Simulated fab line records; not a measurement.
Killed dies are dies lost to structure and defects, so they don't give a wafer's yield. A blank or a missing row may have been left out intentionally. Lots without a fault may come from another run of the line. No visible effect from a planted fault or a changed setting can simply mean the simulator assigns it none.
fab line records	flow sky130
record lots=24	wafers=72	last_day=50
route steps=708 shown METAL1@453 VIA1@459 VIA2@527 CAPM@538 VIA3@593 METAL4@599
lots that met no fault: taken from a fault-free run of the same line
start_h: hours from the record's opening day to when the first of the lot's shown wafers began	wait_h: hours elapsed since this lot's preceding step	" identical to the entry in the row above	L1.1+2: a single row standing in for several wafers	- no value present, or no start provided	* or withheld: withheld	< > ~ a bound
route shown NAME@n: NAME is a module with steps in the file, n the number in the route of the first one	usual: mean and standard deviation over wafers with no fault	same: alike in all rows	chamber/n: place in a boat	sites: per-site readings	_std_site: standard deviation of those values	_edge_site: the outer-site mean with the inner-site mean subtracted	radius_mm: how far each site lies from the wafer's centre	mask NAME#n: copy n	behind: the tool/chamber that last shaped the wafer	hold: why the lot went on hold/how many hours it stayed there/how the hold came to an end	device: transistor that didn't switch, given as n, p or np	end of line: the tests these same wafers got at the end of their route	a step with no rows: only its recipe	killed: dies that structure and defects cost at the first sort, which is not the same as the wafer's yield	map: the dies of a wafer, with x for killed, . for not killed, _ for no die there
set.NAME: the setting the step ran with; set.NAME@STEP: the setting that earlier step ran with	model.NAME: the simulator's own value behind a step, which no gauge read
one table for each step of the route and one row for each wafer, over a sample of lots
services: from which hour (start_h, from the record's first day; less than 0 if before it) a tool's chamber was out of use, for how many hours, and why
## steps
# step SKY_METAL1_METAL_ETCH_19
# recipe target_depth_a=3600	stop_on=SiO2	over_etch_frac=0.3	time_s=78	chemistry=Cl2/BCl3	resist_sidewall_deg=88	pressure_mtorr=10	icp_w=900	bias_w=48.5	Cl2_flow_sccm=60	bcl3_flow_sccm=30
# usual drypump_motor_current_A=5.87/0.27	oes_product_au=0.853/0.0053	throttle_valve_pct=22.265/0.0084
# same over_etch_frac=0.3
lot.wafer	tool	chamber	start_h	wait_h	drypump_motor_current_A	oes_product_au	rf_hours_counter_h	throttle_valve_pct
L074.1	rie_metal-01	1	761.06	0.0	6.19	0.855	8	22.270
L074.4	"	0	"	"	5.44	0.851	-	22.271
L074.5	"	1	"	"	6.20	0.857	-	22.261
L075.3	rie_metal-04	1	763.54	0.1	6.19	0.854	-	22.269
L075.4	"	0	"	"	5.96	0.845	-	22.263
L075.6	"	1	"	"	6.21	0.850	-	22.260
L076.1	rie_metal-01	1	775.64	0.0	6.16	0.846	8	22.281
L076.5	"	1	"	"	6.14	0.848	-	22.261
L076.6	"	0	"	"	5.45	0.855	-	22.267
L077.2	rie_metal-04	0	784.74	0.0	5.95	0.846	3	22.272
L077.3	"	0	"	"	5.98	0.856	-	22.268
L077.4	"	1	"	"	6.18	0.849	-	22.256
L078.2	rie_metal-01	0	786.04	0.0	5.49	0.848	10	22.267
L078.3	"	0	"	"	5.46	0.856	-	22.257
L078.5	"	1	"	"	6.18	0.851	-	22.270
L079.2	rie_metal-02	1	810.34	0.0	5.82	0.856	8	22.262
L079.3	"	0	"	"	5.60	0.857	-	22.276
L079.5	"	1	"	"	5.85	0.847	-	22.254
L080.2	rie_metal-01	0	816.56	0.0	5.47	0.854	11	22.267
L080.3	"	1	"	"	6.19	0.855	-	22.271
L080.6	"	1	"	"	6.16	0.854	-	22.262
L082.2	rie_metal-02	1	829.70	0.0	5.83	0.844	9	22.269
L082.3	"	0	"	"	5.64	0.849	-	22.268
L082.5	"	1	"	"	5.84	0.852	-	22.271
L083.2	rie_metal-04	1	835.94	0.0	6.23	0.846	9	22.268
L083.4	"	1	"	"	6.22	0.847	-	22.247
L083.5	"	1	"	"	6.23	0.856	-	22.262
L084.1	rie_metal-02	1	851.86	0.0	5.84	0.863	10	22.269
L084.3	"	1	"	"	5.87	0.853	-	22.265
L084.5	"	1	"	"	5.84	0.855	-	22.260
L081.1	rie_metal-02	0	852.54	0.0	5.63	0.860	17	22.261
L081.5	"	1	"	"	5.82	0.862	-	22.259
L081.6	"	0	"	"	5.63	0.858	-	22.264
L085.3	rie_metal-04	0	853.39	0.1	5.95	0.844	-	22.248
L085.5	"	0	"	"	5.96	0.854	-	22.261
L085.6	"	1	"	"	6.18	0.851	-	22.252
L086.1	rie_metal-02	1	863.34	0.0	5.83	0.856	10	22.257
L086.2	"	0	"	"	5.65	0.855	17	22.270
L086.4	"	1	"	"	5.85	0.855	-	22.257
L087.4	rie_metal-01	1	863.69	0.1	6.15	0.849	-	22.262
L087.5	"	0	"	"	5.48	0.852	-	22.272
L087.6	"	1	"	"	6.15	0.858	-	22.280
L088.1	rie_metal-02	1	873.83	0.1	5.82	0.862	11	22.270
L088.2	"	1	"	"	5.83	0.849	-	22.279
L088.3	"	1	"	"	5.83	0.855	-	22.283
L089.1	rie_metal-01	1	883.01	0.0	6.19	0.847	12	22.272
L089.3	"	1	"	"	6.16	0.842	-	22.262
L089.6	"	1	"	"	6.16	0.850	-	22.270
L090.2	rie_metal-01	1	888.74	0.0	6.18	0.854	12	22.261
L090.4	"	0	"	"	5.45	0.849	-	22.264
L090.5	"	1	"	"	6.17	0.850	-	22.264
L091.1	rie_metal-01	1	894.11	0.0	6.18	0.861	12	22.254
L091.3	"	1	"	"	6.19	0.857	-	22.266
L091.4	"	0	"	"	5.48	0.861	-	22.254
L092.3	rie_metal-02	0	902.72	0.1	5.63	0.852	-	22.256
L092.4	"	1	"	"	5.84	0.851	-	22.265
L092.6	"	0	"	"	5.61	0.859	-	22.264
L093.1	rie_metal-04	1	914.41	0.0	6.21	0.865	11	22.270
L093.2	"	0	"	"	5.96	0.863	7	22.241
L093.5	"	0	"	"	5.95	0.856	-	22.261
L094.4	rie_metal-04	0	918.34	0.1	5.96	0.865	-	22.278
L094.5	"	0	"	"	5.96	0.855	-	22.274
L094.6	"	1	"	"	6.19	0.861	-	22.269
L095.1	rie_metal-02	0	919.96	0.0	5.60	0.850	2	22.287
L095.3	"	0	"	"	5.62	0.861	-	22.270
L095.5	"	1	"	"	5.83	0.844	-	22.259
L096.2	rie_metal-01	1	925.09	0.0	6.17	0.853	14	22.290
L096.3	"	1	"	"	6.19	0.850	-	22.252
L096.6	"	0	"	"	5.50	0.855	-	22.267
L097.2	rie_metal-04	1	937.86	0.0	6.19	0.847	12	22.264
L097.3	"	0	"	"	5.97	0.853	-	22.257
L097.5	"	0	"	"	5.98	0.846	-	22.275
# step SKY_VIA1_THK_MEAS_01
# recipe reads=SiO2_of_VIA1_HDPCVD_00
# usual VIA1_HDPCVD_THK=1026/11
lot.wafer	tool	chamber	start_h	wait_h	VIA1_HDPCVD_THK[nm]
L074.1	film_metro-02	-	761.92	0.1	1019
L074.4	"	-	"	"	1007
L074.5	"	-	"	"	1029
L075.3	film_metro-02	-	764.33	0.1	1033
L075.4	"	-	"	"	1035
L075.6	"	-	"	"	1021
L076.1	film_metro-01	-	776.43	0.1	1038
L076.5	"	-	"	"	1034
L076.6	"	-	"	"	1016
L077.2	film_metro-03	-	785.54	0.1	1018
L077.3	"	-	"	"	1016
L077.4	"	-	"	"	1007
L078.2	film_metro-01	-	786.84	0.1	1019
L078.3	"	-	"	"	1023
L078.5	"	-	"	"	1035
L079.2	film_metro-01	-	811.14	0.1	1034
L079.3	"	-	"	"	1025
L079.5	"	-	"	"	1047
L080.2	film_metro-02	-	817.36	0.1	1023
L080.3	"	-	"	"	1025
L080.6	"	-	"	"	1031
L082.2	film_metro-01	-	830.52	0.1	1032
L082.3	"	-	"	"	1029
L082.5	"	-	"	"	1028
L083.2	film_metro-02	-	836.77	0.1	1040
L083.4	"	-	"	"	1028
L083.5	"	-	"	"	1034
L084.1	film_metro-03	-	853.24	0.1	1044
L084.3	"	-	"	"	1053
L084.5	"	-	"	"	1035
L081.1	film_metro-02	-	853.74	0.1	1036
L081.5	"	-	"	"	1036
L081.6	"	-	"	"	1037
L085.3	film_metro-01	-	854.62	0.1	1014
L085.5	"	-	"	"	1016
L085.6	"	-	"	"	1034
L086.1	film_metro-01	-	864.18	0.1	1034
L086.2	"	-	"	"	1047
L086.4	"	-	"	"	1041
L087.4	film_metro-02	-	864.49	0.0	1024
L087.5	"	-	"	"	1023
L087.6	"	-	"	"	1039
L088.1	film_metro-03	-	874.72	0.1	1030
L088.2	"	-	"	"	1023
L088.3	"	-	"	"	1008
L089.1	film_metro-03	-	883.81	0.1	1022
L089.3	"	-	"	"	1018
L089.6	"	-	"	"	1014
L090.2	film_metro-02	-	889.55	0.1	1007
L090.4	"	-	"	"	1008
L090.5	"	-	"	"	1015
L091.1	film_metro-01	-	894.93	0.1	1021
L091.3	"	-	"	"	1013
L091.4	"	-	"	"	1020
L092.3	film_metro-02	-	903.54	0.1	1025
L092.4	"	-	"	"	1035
L092.6	"	-	"	"	1029
L093.1	film_metro-01	-	915.21	0.1	1034
L093.2	"	-	"	"	1031
L093.5	"	-	"	"	1039
L094.4	film_metro-01	-	919.14	0.0	1013
L094.5	"	-	"	"	1021
L094.6	"	-	"	"	1005
L095.1	film_metro-02	-	920.75	0.1	1030
L095.3	"	-	"	"	1031
L095.5	"	-	"	"	1025
L096.2	film_metro-02	-	926.40	0.1	1010
L096.3	"	-	"	"	1012
L096.6	"	-	"	"	1006
L097.2	film_metro-03	-	938.82	0.1	1031
L097.3	"	-	"	"	1021
L097.5	"	-	"	"	1017
# step SKY_VIA2_SPUTTER_20
# recipe material=TiN	target_thk_nm=20	chamber_pressure_pa=5	power_w=4000	time_s=80
# usual throttle_valve_pct=30.2/0.92
lot.wafer	tool	chamber	start_h	wait_h	throttle_valve_pct
L074.1	pvd_sputter-04	-	846.34	0.0	31.2
L074.4	"	-	"	"	29.5
L074.5	"	-	"	"	30.8
L075.3	pvd_sputter-01	-	847.88	0.0	30.3
L075.4	"	-	"	"	30.1
L075.6	"	-	"	"	28.5
L076.1	pvd_sputter-02	-	858.71	0.0	31.5
L076.5	"	-	"	"	29.9
L076.6	"	-	"	"	30.4
L077.2	pvd_sputter-02	-	867.76	0.0	31.6
L077.3	"	-	"	"	30.2
L077.4	"	-	"	"	30.3
L078.2	pvd_sputter-02	-	869.69	0.0	29.9
L078.3	"	-	"	"	30.2
L078.5	"	-	"	"	30.4
L079.2	pvd_sputter-02	-	892.52	0.0	30.5
L079.3	"	-	"	"	31.7
L079.5	"	-	"	"	30.2
L080.2	pvd_sputter-02	-	900.52	0.0	31.5
L080.3	"	-	"	"	30.5
L080.6	"	-	"	"	31.6
L082.2	pvd_sputter-01	-	912.49	0.0	30.5
L082.3	"	-	"	"	31.2
L082.5	"	-	"	"	28.3
L083.2	pvd_sputter-02	-	918.22	0.0	30.3
L083.4	"	-	"	"	30.5
L083.5	"	-	"	"	30.6
L084.1	pvd_sputter-04	-	933.53	0.0	31.3
L084.3	"	-	"	"	29.3
L084.5	"	-	"	"	29.7
L081.1	pvd_sputter-01	-	934.36	0.0	28.4
L081.5	"	-	"	"	28.4
L081.6	"	-	"	"	28.7
L085.3	pvd_sputter-02	-	934.99	0.0	30.5
L085.5	"	-	"	"	30.4
L085.6	"	-	"	"	29.8
L086.1	pvd_sputter-01	-	944.90	0.0	28.7
L086.2	"	-	"	"	31.0
L086.4	"	-	"	"	30.5
L087.4	pvd_sputter-04	-	945.17	0.0	31.1
L087.5	"	-	"	"	29.5
L087.6	"	-	"	"	31.2
L088.1	pvd_sputter-02	-	954.24	0.0	31.5
L088.2	"	-	"	"	30.3
L088.3	"	-	"	"	30.4
L089.1	pvd_sputter-01	-	963.67	0.0	31.0
L089.3	"	-	"	"	28.5
L089.6	"	-	"	"	28.5
L090.2	pvd_sputter-01	-	969.92	0.0	31.0
L090.4	"	-	"	"	28.7
L090.5	"	-	"	"	30.5
L091.1	pvd_sputter-02	-	971.83	0.0	30.6
L091.3	"	-	"	"	30.4
L091.4	"	-	"	"	29.9
L092.3	pvd_sputter-02	-	980.51	0.0	30.7
L092.4	"	-	"	"	30.2
L092.6	"	-	"	"	30.0
L093.1	pvd_sputter-01	-	994.36	0.0	30.2
L093.2	"	-	"	"	28.4
L093.5	"	-	"	"	28.5
L094.4	pvd_sputter-04	-	995.94	0.0	29.3
L094.5	"	-	"	"	29.7
L094.6	"	-	"	"	31.1
L095.1	pvd_sputter-04	-	997.58	0.0	29.5
L095.3	"	-	"	"	31.2
L095.5	"	-	"	"	29.3
L096.2	pvd_sputter-04	-	1002.21	0.0	30.9
L096.3	"	-	"	"	31.2
L096.6	"	-	"	"	29.6
L097.2	pvd_sputter-02	-	1014.47	0.0	30.1
L097.3	"	-	"	"	31.6
L097.5	"	-	"	"	30.1
# step SKY_CAPM_THK_MEAS_01
# recipe reads=SiO2_of_CAPM_CVD_00
# usual CAPM_CVD_00_THK=15.46/0.23
lot.wafer	tool	chamber	start_h	wait_h	CAPM_CVD_00_THK[nm]
L074.1	film_metro-02	-	847.20	-	15.14
L074.4	"	-	"	"	15.31
L074.5	"	-	"	"	15.18
L075.3	film_metro-02	-	848.75	-	15.65
L075.4	"	-	"	"	15.51
L075.6	"	-	"	"	15.67
L076.1	film_metro-03	-	859.57	-	15.42
L076.5	"	-	"	"	15.58
L076.6	"	-	"	"	15.67
L077.2	film_metro-04	-	868.61	-	15.48
L077.3	"	-	"	"	15.22
L077.4	"	-	"	"	15.50
L078.2	film_metro-04	-	870.54	-	15.15
L078.3	"	-	"	"	15.14
L078.5	"	-	"	"	15.34
L079.2	film_metro-02	-	893.51	-	15.16
L079.3	"	-	"	"	15.37
L079.5	"	-	"	"	15.59
L080.2	film_metro-03	-	901.38	-	15.39
L080.3	"	-	"	"	15.49
L080.6	"	-	"	"	15.56
L082.2	film_metro-02	-	917.24	-	15.12
L082.3	"	-	"	"	15.16
L082.5	"	-	"	"	15.63
L083.2	film_metro-02	-	919.08	-	15.27
L083.4	"	-	"	"	15.58
L083.5	"	-	"	"	15.48
L084.1	film_metro-04	-	934.37	-	15.34
L084.3	"	-	"	"	14.88
L084.5	"	-	"	"	15.47
L081.1	film_metro-03	-	935.21	-	15.33
L081.5	"	-	"	"	15.59
L081.6	"	-	"	"	15.50
L085.3	film_metro-03	-	935.86	-	15.23
L085.5	"	-	"	"	15.37
L085.6	"	-	"	"	15.32
L086.1	film_metro-03	-	945.75	-	15.12
L086.2	"	-	"	"	15.09
L086.4	"	-	"	"	15.38
L087.4	film_metro-02	-	946.08	-	15.98
L087.5	"	-	"	"	15.96
L087.6	"	-	"	"	15.88
L088.1	film_metro-02	-	955.09	-	15.43
L088.2	"	-	"	"	15.49
L088.3	"	-	"	"	15.52
L089.1	film_metro-03	-	964.52	-	15.38
L089.3	"	-	"	"	15.26
L089.6	"	-	"	"	15.49
L090.2	film_metro-02	-	970.79	-	15.00
L090.4	"	-	"	"	15.32
L090.5	"	-	"	"	15.33
L091.1	film_metro-04	-	972.68	-	15.56
L091.3	"	-	"	"	15.51
L091.4	"	-	"	"	15.63
L092.3	film_metro-04	-	981.38	-	15.46
L092.4	"	-	"	"	15.88
L092.6	"	-	"	"	15.48
L093.1	film_metro-03	-	995.21	-	15.70
L093.2	"	-	"	"	15.45
L093.5	"	-	"	"	15.78
L094.4	film_metro-04	-	996.92	-	15.73
L094.5	"	-	"	"	15.62
L094.6	"	-	"	"	15.47
L095.1	film_metro-02	-	998.43	-	15.46
L095.3	"	-	"	"	15.46
L095.5	"	-	"	"	15.89
L096.2	film_metro-03	-	1003.07	-	15.11
L096.3	"	-	"	"	15.30
L096.6	"	-	"	"	15.65
L097.2	film_metro-03	-	1015.33	-	15.54
L097.3	"	-	"	"	15.33
L097.5	"	-	"	"	15.53
# step SKY_VIA3_SPUTTER_20
# recipe material=TiN	target_thk_nm=20	chamber_pressure_pa=5	power_w=4000	time_s=80
# usual throttle_valve_pct=29.8/0.94
lot.wafer	tool	chamber	start_h	wait_h	throttle_valve_pct
L074.1	pvd_sputter-01	-	926.91	0.0	30.6
L074.4	"	-	"	"	31.1
L074.5	"	-	"	"	30.3
L075.3	pvd_sputter-04	-	927.23	0.0	30.9
L075.4	"	-	"	"	29.4
L075.6	"	-	"	"	30.6
L076.1	pvd_sputter-03	-	942.05	0.0	30.2
L076.5	"	-	"	"	29.4
L076.6	"	-	"	"	30.0
L077.2	pvd_sputter-03	-	946.61	0.0	30.4
L077.3	"	-	"	"	30.3
L077.4	"	-	"	"	29.3
L078.2	pvd_sputter-01	-	948.73	0.0	28.6
L078.3	"	-	"	"	31.1
L078.5	"	-	"	"	28.7
L079.2	pvd_sputter-01	-	971.02	0.0	31.2
L079.3	"	-	"	"	30.5
L079.5	"	-	"	"	31.1
L080.2	pvd_sputter-03	-	976.84	0.0	30.0
L080.3	"	-	"	"	30.6
L080.6	"	-	"	"	29.2
L082.2	pvd_sputter-01	-	991.39	0.0	28.6
L082.3	"	-	"	"	30.7
L082.5	"	-	"	"	28.4
L083.2	pvd_sputter-04	-	994.29	0.0	30.7
L083.4	"	-	"	"	29.6
L083.5	"	-	"	"	30.9
L084.1	pvd_sputter-01	-	1008.77	0.0	28.5
L084.3	"	-	"	"	31.2
L084.5	"	-	"	"	31.1
L081.1	pvd_sputter-04	-	1011.17	0.0	31.2
L081.5	"	-	"	"	29.4
L081.6	"	-	"	"	30.8
L085.3	pvd_sputter-03	-	1011.69	0.0	28.9
L085.5	"	-	"	"	29.1
L085.6	"	-	"	"	29.8
L086.1	pvd_sputter-03	-	1019.42	0.0	29.1
L086.2	"	-	"	"	30.2
L086.4	"	-	"	"	30.1
L087.4	pvd_sputter-01	-	1019.77	0.0	28.4
L087.5	"	-	"	"	28.5
L087.6	"	-	"	"	30.9
L088.1	pvd_sputter-01	-	1028.26	0.0	28.6
L088.2	"	-	"	"	28.9
L088.3	"	-	"	"	30.5
L089.1	pvd_sputter-01	-	1036.92	0.0	30.3
L089.3	"	-	"	"	28.5
L089.6	"	-	"	"	31.2
L090.2	pvd_sputter-04	-	1043.34	0.0	31.0
L090.4	"	-	"	"	29.5
L090.5	"	-	"	"	31.1
L091.1	pvd_sputter-03	-	1045.44	0.0	30.5
L091.3	"	-	"	"	29.6
L091.4	"	-	"	"	29.0
L092.3	pvd_sputter-04	-	1052.92	0.0	30.7
L092.4	"	-	"	"	30.9
L092.6	"	-	"	"	31.1
L093.1	pvd_sputter-04	-	1065.05	0.0	29.5
L093.2	"	-	"	"	29.5
L093.5	"	-	"	"	31.0
L094.4	pvd_sputter-01	-	1066.30	0.0	31.1
L094.5	"	-	"	"	28.7
L094.6	"	-	"	"	28.6
L095.1	pvd_sputter-03	-	1068.65	0.0	30.1
L095.3	"	-	"	"	29.6
L095.5	"	-	"	"	29.8
L096.2	pvd_sputter-01	-	1071.75	0.0	30.6
L096.3	"	-	"	"	28.4
L096.6	"	-	"	"	28.5
L097.2	pvd_sputter-04	-	1084.44	0.0	30.9
L097.3	"	-	"	"	31.3
L097.5	"	-	"	"	31.3
# step SKY_METAL4_SPUTTER_01
# recipe material=TiN	target_thk_nm=20	power_w=6500	time_s=16.7	chamber_pressure_pa=0.4
# usual throttle_valve_pct=30.4/0.77
lot.wafer	tool	chamber	start_h	wait_h	throttle_valve_pct
L074.1	pvd_sputter-02	-	927.60	0.0	30.6
L074.4	"	-	"	"	30.2
L074.5	"	-	"	"	29.7
L075.3	pvd_sputter-04	-	927.91	0.0	30.7
L075.4	"	-	"	"	31.0
L075.6	"	-	"	"	30.8
L076.1	pvd_sputter-04	-	942.74	0.0	31.0
L076.5	"	-	"	"	29.5
L076.6	"	-	"	"	31.2
L077.2	pvd_sputter-02	-	947.30	0.0	31.6
L077.3	"	-	"	"	30.3
L077.4	"	-	"	"	29.9
L078.2	pvd_sputter-04	-	949.53	0.0	30.9
L078.3	"	-	"	"	29.4
L078.5	"	-	"	"	29.6
L079.2	pvd_sputter-04	-	971.71	0.0	30.9
L079.3	"	-	"	"	29.6
L079.5	"	-	"	"	31.0
L080.2	pvd_sputter-02	-	977.52	0.0	30.0
L080.3	"	-	"	"	30.0
L080.6	"	-	"	"	30.1
L082.2	pvd_sputter-02	-	992.29	0.0	30.3
L082.3	"	-	"	"	30.7
L082.5	"	-	"	"	31.5
L083.2	pvd_sputter-02	-	994.97	0.0	31.3
L083.4	"	-	"	"	30.1
L083.5	"	-	"	"	30.1
L084.1	pvd_sputter-02	-	1009.46	0.0	29.8
L084.3	"	-	"	"	29.9
L084.5	"	-	"	"	30.5
L081.1	pvd_sputter-02	-	1011.86	0.0	30.2
L081.5	"	-	"	"	30.5
L081.6	"	-	"	"	31.6
L085.3	pvd_sputter-02	-	1012.37	0.0	31.5
L085.5	"	-	"	"	31.5
L085.6	"	-	"	"	30.4
L086.1	pvd_sputter-04	-	1020.11	0.0	30.7
L086.2	"	-	"	"	29.6
L086.4	"	-	"	"	31.2
L087.4	pvd_sputter-01	-	1021.01	0.0	31.3
L087.5	"	-	"	"	31.1
L087.6	"	-	"	"	28.8
L088.1	pvd_sputter-02	-	1028.95	0.0	29.9
L088.2	"	-	"	"	30.7
L088.3	"	-	"	"	30.1
L089.1	pvd_sputter-04	-	1037.61	0.0	30.9
L089.3	"	-	"	"	31.2
L089.6	"	-	"	"	30.7
L090.2	pvd_sputter-02	-	1044.02	0.0	30.1
L090.4	"	-	"	"	31.7
L090.5	"	-	"	"	30.3
L091.1	pvd_sputter-01	-	1046.18	0.0	28.5
L091.3	"	-	"	"	30.3
L091.4	"	-	"	"	31.0
L092.3	pvd_sputter-04	-	1053.61	0.0	29.5
L092.4	"	-	"	"	29.5
L092.6	"	-	"	"	29.7
L093.1	pvd_sputter-04	-	1065.74	0.0	29.7
L093.2	"	-	"	"	29.5
L093.5	"	-	"	"	29.7
L094.4	pvd_sputter-04	-	1066.99	0.0	31.2
L094.5	"	-	"	"	29.6
L094.6	"	-	"	"	31.2
L095.1	pvd_sputter-04	-	1069.34	0.0	30.9
L095.3	"	-	"	"	29.8
L095.5	"	-	"	"	29.7
L096.2	pvd_sputter-02	-	1072.44	0.0	30.7
L096.3	"	-	"	"	31.4
L096.6	"	-	"	"	30.2
L097.2	pvd_sputter-04	-	1085.12	0.0	29.5
L097.3	"	-	"	"	31.1
L097.5	"	-	"	"	30.8
## services
tool	chamber	start_h	hours	kind
rie_metal-01	-	776.32	2.8	pm
pvd_sputter-03	-	785.08	1.4	repair
rie_metal-02	-	802.87	0.4	repair
pvd_sputter-01	-	807.96	1.9	repair
pvd_sputter-04	0	814.33	-	consumable_replace:kit
pvd_sputter-04	0	814.33	18.0	scheduled_down
pvd_sputter-01	-	817.38	2.1	repair
pvd_sputter-01	-	817.56	1.5	repair
pvd_sputter-02	-	830.89	4.8	repair
rie_metal-02	0	838.67	1.7	repair
pvd_sputter-04	-	847.65	3.6	repair
rie_metal-01	-	861.80	0.6	repair
pvd_sputter-01	-	866.11	1.0	repair
pvd_sputter-01	-	878.48	3.2	repair
pvd_sputter-01	-	884.99	2.4	repair
rie_metal-04	-	920.24	0.8	repair
rie_metal-04	0	938.42	8.2	repair
rie_metal-04	-	984.47	2.4	repair
rie_metal-02	-	1005.52	2.8	pm
rie_metal-04	-	1007.18	0.6	repair
rie_metal-04	0	1072.52	5.4	repair
rie_metal-01	-	1073.72	1.0	repair
rie_metal-04	1	1076.19	1.2	repair
pvd_sputter-03	-	1080.65	13.4	repair
## key
fault none
